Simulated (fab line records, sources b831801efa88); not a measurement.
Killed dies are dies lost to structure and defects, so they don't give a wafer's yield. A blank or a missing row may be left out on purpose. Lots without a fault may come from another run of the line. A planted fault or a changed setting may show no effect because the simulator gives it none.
fab line records | flow sky130
record lots=14 wafers=42 last_day=50
route steps=708 shown FIELD_ISO@14 PWDE@84 VT_ADJUST_NCORE@127 SONOS_ONO@180
lots that met no fault: from a run of the same line without faults
start_h: hours from the record's first day to the start of the lot's first wafer shown | wait_h: hours since the lot's step before | " the same as in the row above | L1.1+2: a row that stands for several wafers | - no value, or no start given | * or withheld: withheld | < > ~ a bound
route shown NAME@n: a module of which the file shows steps, and the number in the route of the first | usual: mean/standard deviation of fault-free wafers | same: alike in all rows | chamber/n: place in a boat | sites: the reading at each site | _std_site: their standard deviation | _edge_site: outer sites' mean less inner sites' | radius_mm: how far each site lies from the wafer's centre | mask NAME#n: copy n | behind: the tool/chamber that last shaped the wafer | hold: why the lot was held/for how many hours/how that ended | device: the transistor (n, p or np) that didn't switch | end of line: the same wafers' tests at the end of the route | a step without rows: its recipe alone | killed: dies lost to structure and defects at the first sort, not the wafer's yield | map: a wafer's dies, x killed, . not, _ none there
set.NAME: the setting as run; set.NAME@STEP: as run at that earlier step | model.NAME: the simulator's own value behind a step, which no gauge read
steps of the route over a sample of lots; a table a step, a row a wafer
## steps
# step SKY_FIELD_ISO_CD_MEAS_13
# recipe target_cd_nm=150
# usual cd_nm=150.6/1.5
# columns lot.wafer tool chamber start_h wait_h cd_nm
L433.1 cd_sem-02 - 33.67 - 149.5
L433.3 " - " " 150.0
L433.6 " - " " 148.7
L435.1 cd_sem-02 - 44.27 - 149.4
L435.4 " - " " 151.0
L435.5 " - " " 149.4
L436.3 cd_sem-02 - 48.94 - 149.6
L436.4 " - " " 149.3
L436.6 " - " " 149.2
L437.1 cd_sem-02 - 55.12 - 151.6
L437.5 " - " " 151.0
L437.6 " - " " 151.0
L438.2 cd_sem-01 - 61.82 - 151.8
L438.3 " - " " 152.5
L438.5 " - " " 151.0
L439.1 cd_sem-01 - 65.47 - 150.8
L439.2 " - " " 149.6
L439.5 " - " " 150.0
L440.1 cd_sem-01 - 70.07 - 151.7
L440.2 " - " " 150.8
L440.3 " - " " 151.0
L441.2 cd_sem-01 - 75.44 - 152.4
L441.4 " - " " 151.8
L441.6 " - " " 153.9
L443.3 cd_sem-01 - 85.21 - 151.1
L443.4 " - " " 151.3
L443.5 " - " " 150.1
L446.1 cd_sem-01 - 103.57 - 154.7
L446.2 " - " " 153.9
L446.5 " - " " 153.3
L448.1 cd_sem-01 - 110.77 - 150.3
L448.3 " - " " 148.4
L448.5 " - " " 148.4
L453.2 cd_sem-02 - 140.02 - 153.4
L453.3 " - " " 152.8
L453.5 " - " " 153.9
L454.2 cd_sem-01 - 142.74 - 151.7
L454.3 " - " " 151.2
L454.5 " - " " 151.5
L455.2 cd_sem-01 - 151.19 - 149.0
L455.3 " - " " 147.6
L455.4 " - " " 148.8
# step SKY_NWELL_RS_MEAS_31
# recipe thk_meas_gauge=four-point-probe
# usual PWDE_RS=5279/19
# columns lot.wafer tool chamber start_h wait_h PWDE_RS[ohm/sq]
L433.1 film_metro-02 - 111.15 0.1 5276
L433.3 " - " " 5265
L433.6 " - " " 5276
L435.1 film_metro-04 - 119.83 0.1 5309
L435.4 " - " " 5292
L435.5 " - " " 5312
L436.3 film_metro-04 - 124.06 0.1 5281
L436.4 " - " " 5296
L436.6 " - " " 5270
L437.1 film_metro-03 - 133.93 0.1 5251
L437.5 " - " " 5247
L437.6 " - " " 5241
L438.2 film_metro-04 - 139.87 0.1 5283
L438.3 " - " " 5298
L438.5 " - " " 5309
L439.1 film_metro-02 - 144.53 0.1 5272
L439.2 " - " " 5284
L439.5 " - " " 5280
L440.1 film_metro-04 - 148.08 0.1 5284
L440.2 " - " " 5285
L440.3 " - " " 5297
L441.2 film_metro-04 - 157.88 0.1 5276
L441.4 " - " " 5281
L441.6 " - " " 5290
L443.3 film_metro-03 - 169.34 0.1 5304
L443.4 " - " " 5285
L443.5 " - " " 5295
L446.1 film_metro-04 - 193.35 0.1 5266
L446.2 " - " " 5282
L446.5 " - " " 5282
L448.1 film_metro-04 - 206.17 0.1 5269
L448.3 " - " " 5263
L448.5 " - " " 5270
L453.2 film_metro-04 - 233.79 0.1 5289
L453.3 " - " " 5272
L453.5 " - " " 5279
L454.2 film_metro-04 - 235.91 0.1 5274
L454.3 " - " " 5269
L454.5 " - " " 5259
L455.2 film_metro-03 - 244.12 0.1 5273
L455.3 " - " " 5281
L455.4 " - " " 5263
# step SKY_VT_ADJUST_NCORE_OVL_MEAS_08
# usual VT_ADJUST_NCORE_OVL=0.1/1.3
# columns lot.wafer tool chamber start_h wait_h VT_ADJUST_NCORE_OVL[nm]
L433.1 overlay-01 - 189.96 0.1 -0.5
L433.3 " - " " -3.3
L433.6 " - " " -1.0
L435.1 overlay-01 - 200.34 0.1 -1.5
L435.4 " - " " -1.4
L435.5 " - " " -0.8
L436.3 overlay-01 - 204.27 0.1 0.9
L436.4 " - " " 0.6
L436.6 " - " " -0.6
L437.1 overlay-01 - 216.54 0.1 0.4
L437.5 " - " " -0.1
L437.6 " - " " -1.5
L438.2 overlay-02 - 226.16 0.1 1.3
L438.3 " - " " 1.9
L438.5 " - " " 1.8
L439.1 overlay-02 - 228.74 0.1 1.0
L439.2 " - " " 1.4
L439.5 " - " " 1.9
L440.1 overlay-02 - 233.49 0.1 -1.4
L440.2 " - " " -0.2
L440.3 " - " " -1.1
L441.2 overlay-02 - 244.60 0.1 2.6
L441.4 " - " " 2.1
L441.6 " - " " 0.8
L443.3 overlay-01 - 258.07 0.1 1.7
L443.4 " - " " 0.0
L443.5 " - " " 1.7
L446.1 overlay-02 - 286.99 0.1 0.9
L446.2 " - " " 0.6
L446.5 " - " " 0.8
L448.1 overlay-02 - 302.89 0.1 -0.7
L448.3 " - " " 0.6
L448.5 " - " " 0.9
L453.2 overlay-02 - 335.26 0.1 1.6
L453.3 " - " " 2.3
L453.5 " - " " 1.6
L454.2 overlay-01 - 337.46 0.1 -0.4
L454.3 " - " " -2.0
L454.5 " - " " -2.1
L455.2 overlay-02 - 345.42 0.1 0.1
L455.3 " - " " -0.6
L455.4 " - " " -0.9
# step SKY_SONOS_ONO_DEVELOP_12
# recipe develop_time_s=60 dev_temp_c=23
# columns lot.wafer tool chamber start_h wait_h
L433.1+3+6 litho_track-01 0 287.62 0.1
L435.1+4+5 litho_track-04 0 304.99 0.1
L436.3+4+6 litho_track-03 0 310.87 0.1
L437.1+5+6 litho_track-03 0 319.47 0.1
L438.2+3+5 litho_track-03 0 330.55 0.1
L439.1+2+5 litho_track-03 0 334.27 0.1
L440.1+2+3 litho_track-01 0 339.92 0.1
L441.2+4+6 litho_track-01 0 349.34 0.1
L443.3+4+5 litho_track-04 0 369.68 0.1
L446.1+2+5 litho_track-03 0 403.67 0.1
L448.1+3+5 litho_track-03 0 421.82 0.1
L453.2+3+5 litho_track-01 0 459.24 0.1
L454.2+3+5 litho_track-01 0 460.69 0.1
L455.2+3+4 litho_track-04 0 470.91 0.1
# step SKY_SONOS_ONO_CD_MEAS_13
# recipe target_cd_nm=410
# usual cd_nm=410.1/2.6
# columns lot.wafer tool chamber start_h wait_h cd_nm
L433.1 cd_sem-02 - 287.77 0.1 413.8
L433.3 " - " " 412.3
L433.6 " - " " 413.3
L435.1 cd_sem-01 - 305.14 0.1 410.6
L435.4 " - " " 412.2
L435.5 " - " " 413.6
L436.3 cd_sem-01 - 311.01 0.1 408.2
L436.4 " - " " 409.5
L436.6 " - " " 407.8
L437.1 cd_sem-01 - 319.62 0.1 408.4
L437.5 " - " " 405.5
L437.6 " - " " 408.5
L438.2 cd_sem-01 - 330.69 0.1 412.8
L438.3 " - " " 413.3
L438.5 " - " " 413.2
L439.1 cd_sem-02 - 334.42 0.1 413.5
L439.2 " - " " 409.4
L439.5 " - " " 409.8
L440.1 cd_sem-01 - 340.07 0.1 408.9
L440.2 " - " " 407.1
L440.3 " - " " 407.2
L441.2 cd_sem-01 - 349.49 0.1 411.8
L441.4 " - " " 412.9
L441.6 " - " " 413.6
L443.3 cd_sem-01 - 369.98 0.3 409.2
L443.4 " - " " 409.9
L443.5 " - " " 409.3
L446.1 cd_sem-02 - 403.82 0.1 424.4
L446.2 " - " " 423.2
L446.5 " - " " 423.7
L448.1 cd_sem-02 - 421.97 0.1 416.3
L448.3 " - " " 418.7
L448.5 " - " " 414.8
L453.2 cd_sem-01 - 459.39 0.1 407.4
L453.3 " - " " 407.3
L453.5 " - " " 405.8
L454.2 cd_sem-01 - 460.84 0.1 408.2
L454.3 " - " " 409.4
L454.5 " - " " 408.0
L455.2 cd_sem-01 - 471.05 0.1 411.9
L455.3 " - " " 409.2
L455.4 " - " " 409.3
## key
first_sign step=SKY_SONOS_ONO_CD_MEAS_13 reading=cd_nm direction=up sigmas=3.9 usual=410.1 struck=420.2 through=control_loop
effect none on later readings
met_at SKY_SONOS_ONO_DEVELOP_12
struck_lots L446,L448
tester_left_out L446,L448
loop_trim step=SKY_SONOS_ONO_EXPOSE_10 setting=dose lots=L448
not_acting_at SKY_FIELD_ISO_CD_MEAS_13,SKY_NWELL_RS_MEAS_31,SKY_VT_ADJUST_NCORE_OVL_MEAS_08
onset_between 334.27 403.67
fault kind=process_parameter_drift tool=litho_track-03 chamber=- onset_h=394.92 steps=SKY_SONOS_ONO_DEVELOP_12 channel=develop_time_s offset=* shape=step end_h=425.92 acts_in=* stated=*
# tester_left_out: of these lots the tester's yield and bins aren't shown, on N5 and GAA mostly nor the transistor test; their killed dies are dies lost to structure and defects alone, not to doping, threshold or leakage, so they don't give the yield
# loop_trim: a control loop set the setting to another value than it would have without faults
